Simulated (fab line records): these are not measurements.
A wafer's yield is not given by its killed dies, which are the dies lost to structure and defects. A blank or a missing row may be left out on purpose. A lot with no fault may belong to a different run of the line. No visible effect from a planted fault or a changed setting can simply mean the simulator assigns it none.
fab line records + flow sky130
record:
- lots: 15
- wafers: 45
- last_day: 50
route steps=708 shown VIA4@659 METAL5@663
lots with no fault: from the same line, run without faults
start_h: start of the lot's first displayed wafer, in hours after the record's first day + wait_h: hours from the lot's prior step to this one + " the same as in the row above + L1.1+2: a single row standing in for several wafers + - no value, or no start was given + * or withheld: withheld + < > ~ a bound
route shown NAME@n: a module of which the file shows steps, and the number in the route of the first + usual: mean/standard deviation of fault-free wafers + same: alike in all rows + chamber/n: place in a boat + sites: the reading at each site + _std_site: the standard deviation of these + _edge_site: the outer-site mean with the inner-site mean subtracted + radius_mm: for every site, how far away it sits from the centre of the wafer + mask NAME#n: copy n + behind: the most recent tool/chamber to have shaped the wafer + hold: the reason the lot was held/the length of the hold in hours/how it ended + device: the n, p or np transistor that did not switch + end of line: the tests these same wafers got at the end of their route + a step given without rows: its recipe and nothing more + killed: dies that structure and defects cost at the first sort, which is not the same as the wafer's yield + map: shows each die of a wafer: x if killed, . if not, _ if none is there
set.NAME: the run value of the setting; set.NAME@STEP: its run value at that earlier step + model.NAME: the simulator's own value behind a step, which no gauge read
the route's steps for a sample of lots (tables are steps, rows are wafers)
services: from which hour (start_h, from the record's first day; less than 0 if before it) a tool's chamber was out of use, for how many hours, and why
== steps ==
step: SKY_VIA4_THK_MEAS_20
recipe:
- thk_meas_gauge: xrf
- reads: W_of_VIA4_CVD_18
usual:
- VIA4_W_THK: 504/6.8
| lot.wafer | tool          | chamber | start_h | wait_h | VIA4_W_THK[nm] |
|-----------|---------------|---------|---------|--------|----------------|
| L345.1    | film_metro-01 | -       | 986.00  | 0.1    | 500            |
| L345.3    | "             | -       | "       | "      | 501            |
| L345.5    | "             | -       | "       | "      | 504            |
| L346.4    | film_metro-01 | -       | 996.38  | 0.1    | 518            |
| L346.5    | "             | -       | "       | "      | 514            |
| L346.6    | "             | -       | "       | "      | 504            |
| L347.2    | film_metro-01 | -       | 1004.67 | 0.1    | 508            |
| L347.4    | "             | -       | "       | "      | 496            |
| L347.5    | "             | -       | "       | "      | 504            |
| L348.2    | film_metro-03 | -       | 1014.92 | 0.1    | 499            |
| L348.3    | "             | -       | "       | "      | 508            |
| L348.6    | "             | -       | "       | "      | 506            |
| L350.3    | film_metro-01 | -       | 1041.76 | 0.1    | 518            |
| L350.4    | "             | -       | "       | "      | 506            |
| L350.6    | "             | -       | "       | "      | 506            |
| L351.2    | film_metro-03 | -       | 1044.52 | 0.1    | 507            |
| L351.3    | "             | -       | "       | "      | 508            |
| L351.4    | "             | -       | "       | "      | 512            |
| L352.1    | film_metro-03 | -       | 1051.74 | 0.1    | 505            |
| L352.5    | "             | -       | "       | "      | 499            |
| L352.6    | "             | -       | "       | "      | 512            |
| L353.1    | film_metro-03 | -       | 1057.05 | 0.1    | 501            |
| L353.2    | "             | -       | "       | "      | 504            |
| L353.5    | "             | -       | "       | "      | 503            |
| L355.3    | film_metro-03 | -       | 1066.07 | 0.1    | 494            |
| L355.5    | "             | -       | "       | "      | 500            |
| L355.6    | "             | -       | "       | "      | 500            |
| L356.3    | film_metro-03 | -       | 1068.95 | 0.1    | 494            |
| L356.4    | "             | -       | "       | "      | 495            |
| L356.6    | "             | -       | "       | "      | 497            |
| L357.1    | film_metro-03 | -       | 1077.26 | 0.1    | 501            |
| L357.3    | "             | -       | "       | "      | 514            |
| L357.4    | "             | -       | "       | "      | 504            |
| L358.3    | film_metro-01 | -       | 1080.08 | 0.1    | 506            |
| L358.4    | "             | -       | "       | "      | 509            |
| L358.6    | "             | -       | "       | "      | 511            |
| L367.1    | film_metro-03 | -       | 1146.99 | 0.1    | 494            |
| L367.3    | "             | -       | "       | "      | 499            |
| L367.6    | "             | -       | "       | "      | 493            |
| L366.1    | film_metro-01 | -       | 1147.20 | 0.1    | 503            |
| L366.3    | "             | -       | "       | "      | 497            |
| L366.6    | "             | -       | "       | "      | 498            |
| L368.1    | film_metro-03 | -       | 1151.57 | 0.1    | 514            |
| L368.2    | "             | -       | "       | "      | 509            |
| L368.3    | "             | -       | "       | "      | 513            |
step: SKY_METAL5_SPUTTER_02
recipe:
- material: AlCu
- target_thk_nm: 1150
- power_w: 10600
- time_s: 61.2
- chamber_pressure_pa: 0.4
usual:
- throttle_valve_pct: 30.1/1.2
| lot.wafer | tool           | chamber | start_h | wait_h | throttle_valve_pct |
|-----------|----------------|---------|---------|--------|--------------------|
| L345.1    | pvd_sputter-04 | -       | 986.41  | 0.0    | 32.2               |
| L345.3    | "              | -       | "       | "      | 29.4               |
| L345.5    | "              | -       | "       | "      | 32.1               |
| L346.4    | pvd_sputter-04 | -       | 996.76  | 0.0    | 32.2               |
| L346.5    | "              | -       | "       | "      | 29.2               |
| L346.6    | "              | -       | "       | "      | 32.2               |
| L347.2    | pvd_sputter-01 | -       | 1005.07 | 0.0    | 30.1               |
| L347.4    | "              | -       | "       | "      | 30.4               |
| L347.5    | "              | -       | "       | "      | 30.3               |
| L348.2    | pvd_sputter-02 | -       | 1015.49 | 0.0    | 30.1               |
| L348.3    | "              | -       | "       | "      | 28.1               |
| L348.6    | "              | -       | "       | "      | 28.3               |
| L350.3    | pvd_sputter-01 | -       | 1042.15 | 0.0    | 30.6               |
| L350.4    | "              | -       | "       | "      | 29.4               |
| L350.6    | "              | -       | "       | "      | 30.4               |
| L351.2    | pvd_sputter-04 | -       | 1044.91 | 0.0    | 32.2               |
| L351.3    | "              | -       | "       | "      | 28.5               |
| L351.4    | "              | -       | "       | "      | 32.1               |
| L352.1    | pvd_sputter-02 | -       | 1052.15 | 0.0    | 29.9               |
| L352.5    | "              | -       | "       | "      | 28.4               |
| L352.6    | "              | -       | "       | "      | 29.9               |
| L353.1    | pvd_sputter-01 | -       | 1057.46 | 0.0    | 29.6               |
| L353.2    | "              | -       | "       | "      | 30.9               |
| L353.5    | "              | -       | "       | "      | 30.7               |
| L355.3    | pvd_sputter-04 | -       | 1066.46 | 0.0    | 32.3               |
| L355.5    | "              | -       | "       | "      | 32.3               |
| L355.6    | "              | -       | "       | "      | 29.2               |
| L356.3    | pvd_sputter-02 | -       | 1069.34 | 0.0    | 29.3               |
| L356.4    | "              | -       | "       | "      | 28.4               |
| L356.6    | "              | -       | "       | "      | 29.5               |
| L357.1    | pvd_sputter-01 | -       | 1077.66 | 0.0    | 29.6               |
| L357.3    | "              | -       | "       | "      | 30.8               |
| L357.4    | "              | -       | "       | "      | 30.6               |
| L358.3    | pvd_sputter-04 | -       | 1080.46 | 0.0    | 29.4               |
| L358.4    | "              | -       | "       | "      | 32.2               |
| L358.6    | "              | -       | "       | "      | 28.5               |
| L367.1    | pvd_sputter-04 | -       | 1147.66 | 0.0    | 32.3               |
| L367.3    | "              | -       | "       | "      | 28.6               |
| L367.6    | "              | -       | "       | "      | 32.2               |
| L366.1    | pvd_sputter-01 | -       | 1148.26 | 0.0    | 29.6               |
| L366.3    | "              | -       | "       | "      | 30.4               |
| L366.6    | "              | -       | "       | "      | 29.5               |
| L368.1    | pvd_sputter-02 | -       | 1152.17 | 0.0    | 30.3               |
| L368.2    | "              | -       | "       | "      | 30.7               |
| L368.3    | "              | -       | "       | "      | 28.3               |
step: SKY_METAL5_SPUTTER_04
recipe:
- material: TiN
- target_thk_nm: 70
- power_w: 6500
- time_s: 58.3
- chamber_pressure_pa: 0.4
usual:
- throttle_valve_pct: 30.1/1.2
| lot.wafer | tool           | chamber | start_h | wait_h | throttle_valve_pct |
|-----------|----------------|---------|---------|--------|--------------------|
| L345.1    | pvd_sputter-04 | -       | 986.48  | 0.0    | 32.4               |
| L345.3    | "              | -       | "       | "      | 29.6               |
| L345.5    | "              | -       | "       | "      | 32.2               |
| L346.4    | pvd_sputter-04 | -       | 996.83  | 0.0    | 32.1               |
| L346.5    | "              | -       | "       | "      | 29.4               |
| L346.6    | "              | -       | "       | "      | 32.4               |
| L347.2    | pvd_sputter-01 | -       | 1005.14 | 0.0    | 30.1               |
| L347.4    | "              | -       | "       | "      | 30.7               |
| L347.5    | "              | -       | "       | "      | 30.3               |
| L348.2    | pvd_sputter-02 | -       | 1015.56 | 0.0    | 30.0               |
| L348.3    | "              | -       | "       | "      | 28.4               |
| L348.6    | "              | -       | "       | "      | 28.4               |
| L350.3    | pvd_sputter-01 | -       | 1042.22 | 0.0    | 30.6               |
| L350.4    | "              | -       | "       | "      | 29.6               |
| L350.6    | "              | -       | "       | "      | 30.7               |
| L351.2    | pvd_sputter-04 | -       | 1044.98 | 0.0    | 32.3               |
| L351.3    | "              | -       | "       | "      | 28.5               |
| L351.4    | "              | -       | "       | "      | 32.0               |
| L352.1    | pvd_sputter-02 | -       | 1052.22 | 0.0    | 29.8               |
| L352.5    | "              | -       | "       | "      | 28.2               |
| L352.6    | "              | -       | "       | "      | 30.1               |
| L353.1    | pvd_sputter-01 | -       | 1057.53 | 0.0    | 29.9               |
| L353.2    | "              | -       | "       | "      | 30.6               |
| L353.5    | "              | -       | "       | "      | 30.9               |
| L355.3    | pvd_sputter-04 | -       | 1066.53 | 0.0    | 32.1               |
| L355.5    | "              | -       | "       | "      | 31.9               |
| L355.6    | "              | -       | "       | "      | 29.3               |
| L356.3    | pvd_sputter-02 | -       | 1069.41 | 0.0    | 29.4               |
| L356.4    | "              | -       | "       | "      | 28.2               |
| L356.6    | "              | -       | "       | "      | 29.2               |
| L357.1    | pvd_sputter-01 | -       | 1077.73 | 0.0    | 29.5               |
| L357.3    | "              | -       | "       | "      | 30.5               |
| L357.4    | "              | -       | "       | "      | 30.3               |
| L358.3    | pvd_sputter-04 | -       | 1080.53 | 0.0    | 29.4               |
| L358.4    | "              | -       | "       | "      | 32.1               |
| L358.6    | "              | -       | "       | "      | 28.4               |
| L367.1    | pvd_sputter-04 | -       | 1147.73 | 0.0    | 32.1               |
| L367.3    | "              | -       | "       | "      | 28.4               |
| L367.6    | "              | -       | "       | "      | 32.2               |
| L366.1    | pvd_sputter-01 | -       | 1148.33 | 0.0    | 29.7               |
| L366.3    | "              | -       | "       | "      | 30.1               |
| L366.6    | "              | -       | "       | "      | 29.7               |
| L368.1    | pvd_sputter-02 | -       | 1152.24 | 0.0    | 30.1               |
| L368.2    | "              | -       | "       | "      | 30.3               |
| L368.3    | "              | -       | "       | "      | 28.4               |
step: SKY_METAL5_DEVELOP_13
recipe:
- resist: NOVOLAK
- developer: TMAH
- develop_time_s: 60
- dev_temp_c: 23
usual:
- chill_plate_temp_C: 23.01/0.11
- develop_time_s: 60/0
| lot.wafer | tool           | chamber | start_h | wait_h | chill_plate_temp_C | develop_time_s |
|-----------|----------------|---------|---------|--------|--------------------|----------------|
| L345.1    | litho_track-02 | 0       | 1009.06 | 0.1    | 23.03              | 60             |
| L345.3    | "              | 0       | "       | "      | 23.11              | 60             |
| L345.5    | "              | 0       | "       | "      | 23.23              | 60             |
| L346.4    | litho_track-04 | 0       | 1018.96 | 0.1    | 23.03              | 60             |
| L346.5    | "              | 0       | "       | "      | 23.05              | 60             |
| L346.6    | "              | 0       | "       | "      | 23.03              | 60             |
| L347.2    | litho_track-02 | 0       | 1027.19 | 0.1    | 23.05              | 60             |
| L347.4    | "              | 0       | "       | "      | 23.16              | 60             |
| L347.5    | "              | 0       | "       | "      | 23.07              | 60             |
| L348.2    | litho_track-02 | 0       | 1037.39 | 0.1    | 22.99              | 60             |
| L348.3    | "              | 0       | "       | "      | 23.08              | 60             |
| L348.6    | "              | 0       | "       | "      | 23.09              | 60             |
| L350.3    | litho_track-02 | 0       | 1063.36 | 0.1    | 22.89              | 60             |
| L350.4    | "              | 0       | "       | "      | 22.77              | 60             |
| L350.6    | "              | 0       | "       | "      | 23.10              | 60             |
| L351.2    | litho_track-04 | 0       | 1065.81 | 0.1    | 22.81              | 60             |
| L351.3    | "              | 0       | "       | "      | 22.81              | 60             |
| L351.4    | "              | 0       | "       | "      | 23.01              | 60             |
| L352.1    | litho_track-04 | 0       | 1072.84 | 0.1    | 23.06              | 60             |
| L352.5    | "              | 0       | "       | "      | 22.95              | 60             |
| L352.6    | "              | 0       | "       | "      | 23.07              | 60             |
| L353.1    | litho_track-02 | 0       | 1078.31 | 0.1    | 22.99              | 60             |
| L353.2    | "              | 0       | "       | "      | 22.87              | 60             |
| L353.5    | "              | 0       | "       | "      | 22.99              | 60             |
| L355.3    | litho_track-02 | 0       | 1086.91 | 0.1    | 23.20              | 60             |
| L355.5    | "              | 0       | "       | "      | 22.89              | 60             |
| L355.6    | "              | 0       | "       | "      | 22.93              | 60             |
| L356.3    | litho_track-04 | 0       | 1089.84 | 0.1    | 23.03              | 60             |
| L356.4    | "              | 0       | "       | "      | 23.05              | 60             |
| L356.6    | "              | 0       | "       | "      | 23.22              | 60             |
| L357.1    | litho_track-01 | 0       | 1098.67 | 0.1    | 22.92              | 60             |
| L357.3    | "              | 0       | "       | "      | 22.87              | 60             |
| L357.4    | "              | 0       | "       | "      | 22.88              | 60             |
| L358.3    | litho_track-02 | 0       | 1100.81 | 0.1    | 22.97              | 60             |
| L358.4    | "              | 0       | "       | "      | 22.93              | 60             |
| L358.6    | "              | 0       | "       | "      | 23.11              | 60             |
| L367.1    | litho_track-01 | -       | 1164.77 | 0.1    | -                  | -              |
| L367.3    | "              | -       | "       | "      | -                  | -              |
| L367.6    | "              | -       | "       | "      | -                  | -              |
| L366.1    | litho_track-02 | -       | 1165.41 | 0.1    | -                  | -              |
| L366.3    | "              | -       | "       | "      | -                  | -              |
| L366.6    | "              | -       | "       | "      | -                  | -              |
| L368.1    | litho_track-01 | -       | 1169.32 | 0.1    | -                  | -              |
| L368.2    | "              | -       | "       | "      | -                  | -              |
| L368.3    | "              | -       | "       | "      | -                  | -              |
== services ==
| tool           | chamber | start_h | hours | kind   |
|----------------|---------|---------|-------|--------|
| pvd_sputter-02 | -       | 978.97  | 7.7   | repair |
| pvd_sputter-01 | -       | 984.57  | 1.2   | repair |
| pvd_sputter-02 | -       | 996.28  | 1.3   | repair |
| pvd_sputter-02 | -       | 997.45  | 8.9   | repair |
| pvd_sputter-01 | -       | 1015.28 | 2.1   | repair |
| pvd_sputter-04 | -       | 1036.32 | 7.4   | repair |
| pvd_sputter-02 | -       | 1041.83 | 2.8   | repair |
| pvd_sputter-01 | -       | 1058.95 | 10.0  | repair |
== key ==
first_sign:
- step: SKY_METAL5_DEVELOP_13
- reading: tool_record
- direction: missing
effect none on later readings
met_at SKY_METAL5_DEVELOP_13
struck_lots L366,L367,L368
later_rows_left_out L366.1,L366.3,L366.6,L367.1,L367.3,L367.6,L368.1,L368.2,L368.3
sort_left_out L366.1,L366.3,L366.6,L367.1,L367.3,L367.6,L368.1,L368.2,L368.3
not_acting_at SKY_VIA4_THK_MEAS_20,SKY_METAL5_SPUTTER_02,SKY_METAL5_SPUTTER_04
onset_between 1100.81 1164.77
fault:
- kind: skipped_step_whole
- tool: litho_track-01,litho_track-02
- chamber: -
- onset_h: 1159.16
- steps: SKY_METAL5_DEVELOP_13
- scope: struck_lots_only
sort_left_out: the simulated sort isn't trusted on such a fault, so these wafers' sort isn't shown, and their yield isn't known
later_rows_left_out: the simulator's readings of these wafers behind a module that went badly wrong aren't trusted and aren't shown, but for the sort
